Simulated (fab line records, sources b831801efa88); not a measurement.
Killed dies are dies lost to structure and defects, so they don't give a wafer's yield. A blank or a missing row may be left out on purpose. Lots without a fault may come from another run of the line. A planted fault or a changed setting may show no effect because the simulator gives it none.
Which tool did it? | flow sky130 | 11 lots, 33 wafers sampled, at 3 steps of a route of 708

WHAT THE GAUGES READ, wafer by wafer
SKY_SONOS_ONO_THK_MEAS_01. Usual: SONOS_ONO_OXIDATION_THK 2.58 nm, standard deviation 0.058.
lot  | measured     | on            | SONOS_ONO_OXIDATION_THK (nm) | flag
L319 | day 11 16:29 | film_metro-03 | 2.49 2.49 2.49               |
L323 | day 13 03:46 | film_metro-01 | 3.02 2.93 2.96               | OFF
L324 | day 13 09:11 | film_metro-01 | 2.92 2.91 2.98               | OFF
L325 | day 13 12:04 | film_metro-01 | 2.96 2.95 2.95               | OFF
L331 | day 15 20:34 | film_metro-01 | 2.64 2.61 2.67               |
L332 | day 16 06:46 | film_metro-03 | 2.53 2.63 2.50               |
L333 | day 16 06:49 | film_metro-01 | 2.57 2.53 2.53               |
L335 | day 17 03:28 | film_metro-03 | 2.52 2.58 2.60               |
L340 | day 18 12:01 | film_metro-01 | 2.62 2.71 2.70               |
L341 | day 18 22:09 | film_metro-03 | 2.67 2.65 2.67               |
L342 | day 19 06:18 | film_metro-01 | 2.68 2.60 2.57               |

WHICH TOOL RAN EACH LOT (tool, then ch and the chambers of the sampled wafers, then the start)
lot  | SKY_FIELD_ISO_CMP_27         | SKY_SONOS_ONO_OXIDATION_00
L319 | cmp-01 ch 0,1,3, day 2 11:35 | furnace-02 ch 0, day 11 15:07
L323 | cmp-01 ch 0,2,3, day 3 07:48 | furnace-02 ch 0, day 13 02:25
L324 | cmp-01 ch 0,1, day 3 11:46   | furnace-02 ch 0, day 13 07:50
L325 | cmp-01 ch 1,2, day 3 15:08   | furnace-02 ch 0, day 13 10:42
L331 | cmp-01 ch 1,3, day 5 01:12   | furnace-01 ch 0, day 15 19:13
L332 | cmp-01 ch 0,2,3, day 5 07:11 | furnace-01 ch 0, day 16 05:25
L333 | cmp-02 ch 1,3, day 5 09:23   | furnace-01 ch 0, day 16 05:25
L335 | cmp-02 ch 1,2,3, day 5 22:03 | furnace-01 ch 0, day 17 02:05
L340 | cmp-02 ch 1,2, day 6 23:14   | furnace-02 ch 0, day 18 10:41
L341 | cmp-01 ch 0,1,2, day 7 06:09 | furnace-02 ch 0, day 18 20:48
L342 | cmp-02 ch 0,2,3, day 7 13:17 | furnace-02 ch 0, day 19 04:58
- SKY_FIELD_ISO_CMP_27: polishes, stops on Si3N4, t overpolish 16 s, target thk 457.8 nm.
- SKY_SONOS_ONO_OXIDATION_00: stabilise 600 s, purge 300 s, target thk 2.6 nm.

WHAT THE TOOLS THEMSELVES READ (means of the sampled wafers that have a number; where no wafer has one, the mark that the record gives instead)
SKY_FIELD_ISO_CMP_27. Usual: motor_current_A 12.2 A, standard deviation 1.2; overpolish_run_s 16.000 s, standard deviation 0.0095; slurry_filter_dp_kPa 13.52 kPa, standard deviation 0.15; time_to_endpoint_s 112 s, standard deviation 3.6.
lot  | tool   | motor_current_A (A) | overpolish_run_s (s) | slurry_filter_dp_kPa (kPa) | time_to_endpoint_s (s) | flag
L319 | cmp-01 | 12.1                | 16.001               | 13.48                      | 117                    |
L323 | cmp-01 | 12.9                | 15.988               | 13.50                      | 110                    |
L324 | cmp-01 | 11.9                | 16.002               | 13.42                      | 114                    |
L325 | cmp-01 | 13.4                | 15.998               | 13.53                      | 112                    |
L331 | cmp-01 | 11.6                | 15.991               | 13.47                      | 111                    |
L332 | cmp-01 | 12.9                | 16.010               | 13.56                      | 108                    |
L333 | cmp-02 | 11.4                | 16.006               | 13.60                      | 114                    |
L335 | cmp-02 | 11.4                | 16.005               | 13.63                      | 111                    |
L340 | cmp-02 | 10.9                | 16.007               | 13.47                      | 115                    |
L341 | cmp-01 | 13.3                | 16.007               | 13.36                      | 112                    |
L342 | cmp-02 | 11.6                | 16.001               | 13.50                      | 114                    |

SKY_SONOS_ONO_OXIDATION_00. Usual: ox_temp_c 800.1 C, standard deviation 0.35; ox_temp_c_max 803.2, standard deviation 0.87.
lot  | tool       | ox_temp_c (C) | ox_temp_c_max | flag
L319 | furnace-02 | 799.8         | 803.3         |
L323 | furnace-02 | 800.0         | 803.7         |
L324 | furnace-02 | 800.5         | 804.3         |
L325 | furnace-02 | 800.0         | 804.2         |
L331 | furnace-01 | 799.9         | 802.4         |
L332 | furnace-01 | 800.0         | 802.5         |
L333 | furnace-01 | 799.9         | 802.1         |
L335 | furnace-01 | 799.9         | 802.2         |
L340 | furnace-02 | 800.1         | 804.2         |
L341 | furnace-02 | 800.4         | 803.6         |
L342 | furnace-02 | 799.8         | 804.0         |

THE ANSWER, worked out from the rows above alone
Rule: a lot is off if the mean of its wafers that have a number lies more than 3 standard deviations from the usual mean. A lot without any number at a reading at which 4 lots or more have one is off too. The other lots that the step has rows for count as sound. The gauges are gone through in route order, then the tools' own readings, and for those a lot's mean is taken as printed above. The first step at which some lot is off is used, and at that step the reading that is off furthest; a lot without a number counts as furthest.
Off: L323, L324, L325, at SKY_SONOS_ONO_THK_MEAS_01 (SONOS_ONO_OXIDATION_THK).
A tool fits if, at a process step before that reading, it ran every lot that is off, and no sound lot after the first of them. The gauges at SKY_SONOS_ONO_THK_MEAS_01 are tried like those tools. None of those tried fits.

WHAT THE SIMULATOR HAD PUT IN
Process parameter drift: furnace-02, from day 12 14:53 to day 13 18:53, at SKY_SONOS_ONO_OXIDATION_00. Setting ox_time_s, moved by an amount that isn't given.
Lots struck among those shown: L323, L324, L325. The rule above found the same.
